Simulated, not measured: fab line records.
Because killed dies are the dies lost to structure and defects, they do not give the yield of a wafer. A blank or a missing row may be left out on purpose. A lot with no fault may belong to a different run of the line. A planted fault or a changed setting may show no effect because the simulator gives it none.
Which tool did it? | flow gf180mcu | Sampling: 15 lots, 45 wafers, 4 of 602 route steps

== WHAT EACH GAUGE READ, for each wafer ==
GF_SALICIDE_RS_MEAS_04: a four-point-probe measurement.
lot  | measured     | on            | SALICIDE_TIN_RS (ohm/sq)
L276 | day 15 03:14 | film_metro-01 | 16.09 16.64 16.15
L277 | day 15 17:50 | film_metro-01 | 16.28 16.62 16.51
L278 | day 15 20:16 | film_metro-03 | 16.57 16.96 16.64
L279 | day 16 04:02 | film_metro-01 | 16.65 16.23 16.58
L280 | day 16 12:12 | film_metro-01 | 16.08 15.88 16.08
L281 | day 17 01:16 | film_metro-01 | 16.10 16.48 15.98
L282 | day 17 10:03 | film_metro-01 | 16.53 16.39 16.57
L283 | day 17 18:33 | film_metro-01 | 16.27 16.58 16.75
L284 | day 18 03:11 | film_metro-03 | 16.47 16.56 16.49
L285 | day 18 10:25 | film_metro-01 | 16.14 16.12 16.22
L286 | day 19 01:39 | film_metro-03 | 16.18 16.27 16.19
L292 | day 21 00:22 | film_metro-03 | 16.63 16.28 16.61
L293 | day 21 06:28 | film_metro-03 | 15.85 16.22 16.53
L294 | day 21 18:58 | film_metro-03 | 16.62 16.68 16.78
L297 | day 22 14:31 | film_metro-01 | 16.69 16.54 16.53

GF_M1_CD_MEAS_14 targets a cd of 230 nm.
lot  | measured     | on        | cd_nm (nm)
L276 | day 17 02:09 | cd_sem-02 | 230.5 231.7 230.4
L277 | day 17 17:50 | cd_sem-01 | 230.1 231.7 232.6
L278 | day 17 21:33 | cd_sem-02 | 232.1 232.2 232.1
L279 | day 18 04:55 | cd_sem-02 | 231.7 233.6 232.4
L280 | day 18 12:59 | cd_sem-02 | 228.9 229.7 229.1
L281 | day 19 02:43 | cd_sem-01 | 229.4 231.3 230.5
L282 | day 19 12:12 | cd_sem-02 | 229.3 228.9 229.0
L283 | day 19 21:36 | cd_sem-01 | 229.4 228.6 229.1
L284 | day 20 05:55 | cd_sem-02 | 228.5 229.8 230.1
L285 | day 20 12:27 | cd_sem-01 | 229.4 229.5 230.6
L286 | day 21 05:04 | cd_sem-01 | 229.9 229.2 229.7
L292 | day 23 02:53 | cd_sem-02 | 268.0 268.2 267.6
L293 | day 23 08:20 | cd_sem-02 | 268.6 268.1 268.5
L294 | day 23 19:43 | cd_sem-01 | 253.1 254.9 252.8
L297 | day 24 14:44 | cd_sem-02 | 230.3 233.2 230.3

== WHAT TOOL EACH LOT RAN ON (gives the tool, then ch and the chambers of the sampled wafers, and finally the start) ==
lot  | GF_SALICIDE_RTA_08               | GF_M1_EXPOSE_11
L276 | rtp_anneal-02 ch 0, day 15 03:43 | krf_scanner-01 ch 0, day 16 15:21
L277 | rtp_anneal-02 ch 0, day 15 18:13 | krf_scanner-02 ch 0, day 17 06:04
L278 | rtp_anneal-02 ch 0, day 15 20:38 | krf_scanner-02 ch 0, day 17 10:24
L279 | rtp_anneal-02 ch 0, day 16 04:25 | krf_scanner-01 ch 0, day 17 17:24
L280 | rtp_anneal-02 ch 0, day 16 12:35 | krf_scanner-01 ch 0, day 18 01:23
L281 | rtp_anneal-02 ch 0, day 17 01:39 | krf_scanner-01 ch 0, day 18 15:07
L282 | rtp_anneal-01 ch 0, day 17 10:28 | krf_scanner-02 ch 0, day 19 00:10
L283 | rtp_anneal-01 ch 0, day 17 18:55 | krf_scanner-02 ch 0, day 19 09:36
L284 | rtp_anneal-02 ch 0, day 18 03:32 | krf_scanner-02 ch 0, day 19 18:13
L285 | rtp_anneal-02 ch 0, day 18 10:48 | krf_scanner-02 ch 0, day 20 00:45
L286 | rtp_anneal-02 ch 0, day 19 02:01 | krf_scanner-01 ch 0, day 20 17:14
L292 | rtp_anneal-02 ch 0, day 21 00:44 | krf_scanner-01 ch 0, day 22 15:16
L293 | rtp_anneal-01 ch 0, day 21 06:51 | krf_scanner-01 ch 0, day 22 21:15
L294 | rtp_anneal-02 ch 0, day 21 19:20 | krf_scanner-01 ch 0, day 23 08:28
L297 | rtp_anneal-02 ch 0, day 22 14:54 | krf_scanner-02 ch 0, day 24 04:01
- GF_SALICIDE_RTA_08: time 30 s.
- GF_M1_EXPOSE_11: exposes mask Metal1, target cd 230 nm.

== AS READ BY THE TOOLS THEMSELVES (means over the sampled wafers that have a number; for cases with no such wafer, the mark the record gives instead) ==
GF_SALICIDE_RTA_08.
lot  | tool          | lamp_power_pct (%) | wafer_temp_C_max
L276 | rtp_anneal-02 | 19.2               | 802.5
L277 | rtp_anneal-02 | 19.2               | 802.9
L278 | rtp_anneal-02 | 19.2               | 802.6
L279 | rtp_anneal-02 | 19.2               | 803.0
L280 | rtp_anneal-02 | 19.2               | 804.0
L281 | rtp_anneal-02 | 19.2               | 803.9
L282 | rtp_anneal-01 | 18.6               | 802.9
L283 | rtp_anneal-01 | 18.5               | 802.7
L284 | rtp_anneal-02 | 19.2               | 803.1
L285 | rtp_anneal-02 | 19.3               | 803.8
L286 | rtp_anneal-02 | 19.2               | 803.3
L292 | rtp_anneal-02 | 19.2               | 802.7
L293 | rtp_anneal-01 | 18.5               | 802.7
L294 | rtp_anneal-02 | 19.3               | 803.6
L297 | rtp_anneal-02 | 19.3               | 803.3

GF_M1_EXPOSE_11.
lot  | tool           | exposure_dose_mJ_cm2
L276 | krf_scanner-01 | 27.989
L277 | krf_scanner-02 | 27.961
L278 | krf_scanner-02 | 28.016
L279 | krf_scanner-01 | 27.982
L280 | krf_scanner-01 | 27.992
L281 | krf_scanner-01 | 28.023
L282 | krf_scanner-02 | 28.001
L283 | krf_scanner-02 | 27.985
L284 | krf_scanner-02 | 27.994
L285 | krf_scanner-02 | 28.012
L286 | krf_scanner-01 | 28.008
L292 | krf_scanner-01 | 21.834
L293 | krf_scanner-01 | 21.819
L294 | krf_scanner-01 | 24.066
L297 | krf_scanner-02 | 27.976

== THE ANSWER, worked out from the rows above alone ==
Rule: the usual values come from the lots themselves. The widest of any qualifying gaps counts: lots, ordered by their means at a reading, are off when they make up no more than a third of the lots, leave a main group of 4 or more, and stand apart from it by 3 or more times the standard deviation of that group's means. A main group is skipped when, at the precision printed for the reading in the tables above, its means are all equal. A lot without any number at a reading at which 4 lots or more have one is off too. All remaining lots with rows at the step are treated as sound. The gauges are gone through in route order, then the tools' own readings, and for those a lot's mean is taken as printed above. The first step at which some lot is off is used, and at that step the reading that is off furthest; a lot without a number counts as furthest.
Off, at GF_M1_CD_MEAS_14 on cd_nm: L292, L293, L294. Mean 230.4 nm and standard deviation 1.2 in the main group.
A tool fits if, at a process step before that reading, it ran every lot that is off, and no sound lot after the first of them. The gauges at GF_M1_CD_MEAS_14 aren't tried: what is off there is off at GF_M1_EXPOSE_11 too, on other tools, and a gauge's error can't cause that. One candidate fits, namely krf_scanner-01 at GF_M1_EXPOSE_11. A fault onset in the window from L286 (day 20 17:14, its last sound lot) to L292 (day 22 15:16, its first lot off) fits.
The tool's own readings at GF_M1_EXPOSE_11 bear it out: on the lots that are off they differ by more than 5 times the standard deviation of the sound lots' means. exposure_dose_mJ_cm2 reads 22.573 there against 27.995 on the sound lots.

== WHAT HAD BEEN PUT IN BY THE SIMULATOR ==
Drift in process parameters on krf_scanner-01 at GF_M1_EXPOSE_11, starting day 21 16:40. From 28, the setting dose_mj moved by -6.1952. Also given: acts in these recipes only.
Struck lots among those shown: L292, L293, L294. The rule above reached the same finding.
